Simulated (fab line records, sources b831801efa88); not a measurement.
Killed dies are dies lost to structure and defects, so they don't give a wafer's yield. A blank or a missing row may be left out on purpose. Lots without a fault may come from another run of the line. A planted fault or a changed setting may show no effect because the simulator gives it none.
Which tool did it? | flow gf180mcu | 12 lots, 36 wafers sampled, at 1 step of a route of 602

WHAT THE GAUGES READ, wafer by wafer
GF_DNWELL_TW_MEAS_09.
lot  | measured    | on            | DNWELL_TW
L075 | day 3 00:50 | film_metro-03 | 1364 1362 1371
L077 | day 3 11:32 | film_metro-03 | 1342 1345 1339
L079 | day 3 20:16 | film_metro-04 | 1336 1340 1347
L081 | day 4 08:02 | film_metro-01 | 1311 1312 1307
L083 | day 4 18:48 | film_metro-04 | 1351 1357 1349
L085 | day 5 03:55 | film_metro-04 | 1347 1344 1351
L087 | day 5 18:40 | film_metro-03 | 1368 1367 1368
L089 | day 6 03:21 | film_metro-04 | 1345 1344 1341
L091 | day 6 13:46 | film_metro-04 | 1335 1339 1344
L093 | day 7 01:53 | film_metro-04 | 1325 1328 1328
L095 | day 7 10:47 | film_metro-01 | 1313 1309 1316
L097 | day 7 22:25 | film_metro-04 | 1347 1347 1349

WHICH TOOL RAN EACH LOT (tool, then ch and the chambers of the sampled wafers, then the start)
The record holds no process step before these readings.

THE ANSWER, worked out from the rows above alone
Rule: what is usual is taken from the lots themselves. Put in order of their means at a reading, lots are off if they are a third of the lots or fewer, leave a main group of 4 or more, and stand apart from it by a gap of 3 or more times the standard deviation of the main group's means; of several such gaps the widest counts. A main group whose means are all the same, to the digits that the tables above print for the reading, isn't used. A lot without any number at a reading at which 4 lots or more have one is off too. The other lots that the step has rows for count as sound.
No lot is off at any reading shown: from this, nothing can be told.

WHAT THE SIMULATOR HAD PUT IN
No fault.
